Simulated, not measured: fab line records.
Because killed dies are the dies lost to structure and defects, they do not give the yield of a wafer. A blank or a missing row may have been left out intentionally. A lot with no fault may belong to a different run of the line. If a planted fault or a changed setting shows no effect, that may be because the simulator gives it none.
Code-filled problem report in 8D (eight disciplines) form	flow sky130	the parts of the form that need people (team, actions taken, sign-off) are left out

1. THE ISSUE
Mean of killed_at_M4_up at SKY_PAD_OPEN_PROBE_99: 53.5 across 2 wafers in 2 lots; on wafers with no fault it is 3.1 (standard deviation 1.8). That puts it +28 standard deviations away from the usual mean.
First seen on wafer L936.4, day 50 08:26, on prober-02. At this step, 18 wafers from 6 lots have a number in the record. The rule behind "out" and "out of limits": a value lying over 4 standard deviations away from the usual mean. The rest of the wafers with a number are treated as sound.

2. WHAT IT IS; WHAT IT IS NOT
question	is	is not
which readings at this step	killed_at_M4_up, defect limited yield, killed dies, sort_bin_3_pad_short, sort n pass, sort yield pct	killed_at_M0_to_M3, killed at front end, killed at other, killed open, killed short, sort_bin_6_memory
which lots	L936, L937	L926, L927, L930, L935
which wafers of those lots	L936.4, L937.3	L936.3, L936.6, L937.2, L937.5
read on which tools	prober-01, prober-02	-
when	from day 50 08:26	up to then (13 sound wafers); but 3 sound wafers of L936, L937 came after

3. SUSPECTS, AND WHAT RULES EACH OUT
Counting: any tool at a process step up to the reading remains a suspect provided it ran every lot that is out. Sound lots after the first of them don't rule it out here, since some wafers of a struck lot are sound.
- pvd sputter-02 at SKY_METAL4_SPUTTER_04 (material TiN, target thk 70 nm, time 58.3 s): kept. It ran every lot that is out, first L936 (day 45 02:44); its last sound lot up to then is L935 (day 44 18:53).
Remaining after the count: pvd sputter-02 at SKY_METAL4_SPUTTER_04.

4. THE CAUSE (what the simulator had put in)
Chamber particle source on pvd sputter-02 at SKY_METAL4_SPUTTER_04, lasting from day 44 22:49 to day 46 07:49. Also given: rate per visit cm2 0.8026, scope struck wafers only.
Only this tool survived the counting.

5. THE CHAIN OF EFFECTS, in route order
One row per reading whose mean, taken over the struck wafers that have a number, lies over 3 standard deviations from the usual. Scope: only readings with a usual standard deviation given in the record; hours: median across lots of the time from each lot's start at the first step in this table that gives one to its start at this step; sigmas: change in usual standard deviations.
hours	step	reading	usual	on struck wafers	change	sigmas
0	SKY_PAD_OPEN_PROBE_99	defect limited yield	82.5 %	74.2	-8.3	-4.4
0	SKY_PAD_OPEN_PROBE_99	killed_at_M4_up	3.1	53.5	+50.4	+28
0	SKY_PAD_OPEN_PROBE_99	killed dies	86	127	+41	+4.4
0	SKY_PAD_OPEN_PROBE_99	sort_bin_3_pad_short	0.9 %	3.6	+2.7	+6.3
0	SKY_PAD_OPEN_PROBE_99	sort_bin_5_function	10.4 %	15.0	+4.6	+3.1
0	SKY_PAD_OPEN_PROBE_99	sort n pass	406	365	-41	-4.4
0	SKY_PAD_OPEN_PROBE_99	sort yield pct	82.5 %	74.2	-8.3	-4.4
Process steps it contains:
- SKY_PAD_OPEN_PROBE_99

6. WHAT WOULD HAVE CAUGHT IT SOONER
The fault began at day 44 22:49; the first out-of-limits reading in this record came at day 50 08:26, 130 hours later.
No tool reading at SKY_METAL4_SPUTTER_04 that has a usual standard deviation in the record was out on any struck wafer, so an alarm limit of 4 standard deviations on those readings would not have fired.
By day 50 08:26 the whole set of lots that are out, 2 in number, had already begun SKY_METAL4_SPUTTER_04 on pvd sputter-02. Holding the tool at that point would not have protected any of them.
